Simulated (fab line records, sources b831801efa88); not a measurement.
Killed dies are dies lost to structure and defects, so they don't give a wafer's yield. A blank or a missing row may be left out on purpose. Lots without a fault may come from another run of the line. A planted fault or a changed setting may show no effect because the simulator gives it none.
A struck lot beside a sound one | flow gf180mcu | 18 steps out of a route of 602
Sound: wafers L596.2, L596.4, L596.5. Struck: wafers L602.2, L602.3, L602.5. The cause comes at the end.
At each step with rows: each side's tool, then ch and its chambers, then its first start. Under that, the readings that differ: sound wafers | struck wafers | difference of the means | sigmas: that difference in standard deviations of wafers without a fault.
alike: readings whose means differ by less than 2 such deviations, and words and numbers that are the same on both sides. not compared: withheld readings, readings that some wafer has no value for, bounds like >300 that may hide the same value, and numbers for which the record gives no deviation and whose values overlap.
The two part at a step that has a row with sigmas, a row that says differs or no value, or rows on one side only. Numbers that don't overlap but have no deviation are shown without sigmas and don't part them. A reading that every wafer of one side lacks parts them only if that side has two wafers or more.

first, 3 steps without rows for these wafers: GF_V2_EXPOSE_11 (exposes mask Via2, target cd 260 nm); GF_V2_PEB_12 (peb time 90 s); GF_V2_DEVELOP_13 (develop time 60 s).
GF_V2_CD_MEAS_14: target cd 260 nm.
  sound on cd_sem-01, day 25 05:20; struck on cd_sem-02, day 27 06:14
  alike: cd_nm
GF_V2_OVL_MEAS_15:
  sound on overlay-01, day 25 05:26; struck on overlay-01, day 27 06:20
  alike: V2_OVL
GF_V2_ETCH_16: etches BARC in N2/H2.
  sound on rie_diel-02 ch 1,2, day 25 05:28; struck on rie_diel-03 ch 0,2, day 27 06:22
  alike: drypump_motor_current_A, oes_product_au, rf_fwd_power_W, throttle_valve_pct
GF_V2_ETCH_17: etches SiO2 in C4F8/O2/Ar, stops on TiN, target depth 630 nm.
  sound on rie_diel-02 ch 1,2; struck on rie_diel-03 ch 0,2
  alike: oes_product_au, rf_fwd_power_W
GF_V2_STRIP_18: strips in O2/N2.
  sound on plasma_asher-04 ch 0,1, day 25 05:36; struck on plasma_asher-03 ch 0,1, day 27 06:30
  alike: drypump_motor_current_A, heater_power_w, oes_product_au
  not compared: rf_hours_counter_h
then, 2 steps without rows for these wafers: GF_V2_STRIP_19 (strips in post etch residue remover, time 1200 s); GF_V2_CLEAN_20 (cleans in DIW).
GF_V2_SPUTTER_21: material Ti, target thk 15 nm, time 80.02 s.
  sound on pvd_sputter-04, day 25 06:10; struck on pvd_sputter-01, day 27 07:02
  alike: throttle_valve_pct
then, 1 step without rows for these wafers: GF_V2_SPUTTER_22 (material TiN, target thk 10 nm, time 40 s).
GF_V2_CVD_23: deposits W, target thk 350 nm, time 104.94 s.
  sound on cvd_w-02 ch 0, day 25 06:16; struck on cvd_w-02 ch 1, day 27 07:08
  reading                          | sound             | struck            | difference | sigmas
  model.W_of_V2_CVD_23.thk_nm (nm) | 345.7 340.3 338.9 | 301.9 306.8 298.2 | -39.3      |
  alike: heater_power_outer_w, heater_power_w
GF_V2_RS_MEAS_24: measures by four-point-probe.
  sound on film_metro-02, day 25 06:23; struck on film_metro-01, day 27 07:16
  reading          | sound             | struck            | difference | sigmas
  V2_W_RS (ohm/sq) | 0.331 0.336 0.338 | 0.381 0.375 0.385 | +0.045     | +14
GF_V2_THK_MEAS_25: measures by xrf.
  sound on film_metro-02, day 25 06:30; struck on film_metro-01, day 27 07:22
  reading       | sound       | struck      | difference | sigmas
  V2_W_THK (nm) | 360 355 354 | 303 308 299 | -53        | -8
GF_V2_CMP_26: polishes, stops on SiO2, t overpolish 15 s, target thk 0 nm.
  sound on cmp-01 ch 0,2,3, day 25 06:33; struck on cmp-01 ch 0,3, day 27 07:25
  reading                | sound    | struck   | difference | sigmas
  time_to_endpoint_s (s) | 77 84 84 | 68 75 71 | -10        | -3
  alike: motor_current_A
GF_M3_SPUTTER_00: material Ti, target thk 37.5 nm, time 150 s.
  sound on pvd_sputter-01, day 25 06:51; struck on pvd_sputter-04, day 27 07:43
  alike: throttle_valve_pct
then, 1 step without rows for these wafers: GF_PASSIVATION_PROBE_99.

WHERE THEY PART
First at GF_V2_RS_MEAS_24; last, within this record, at GF_V2_CMP_26. Later steps at which nothing parts them and some readings are alike: GF_M3_SPUTTER_00.

WHY: what the simulator had put in
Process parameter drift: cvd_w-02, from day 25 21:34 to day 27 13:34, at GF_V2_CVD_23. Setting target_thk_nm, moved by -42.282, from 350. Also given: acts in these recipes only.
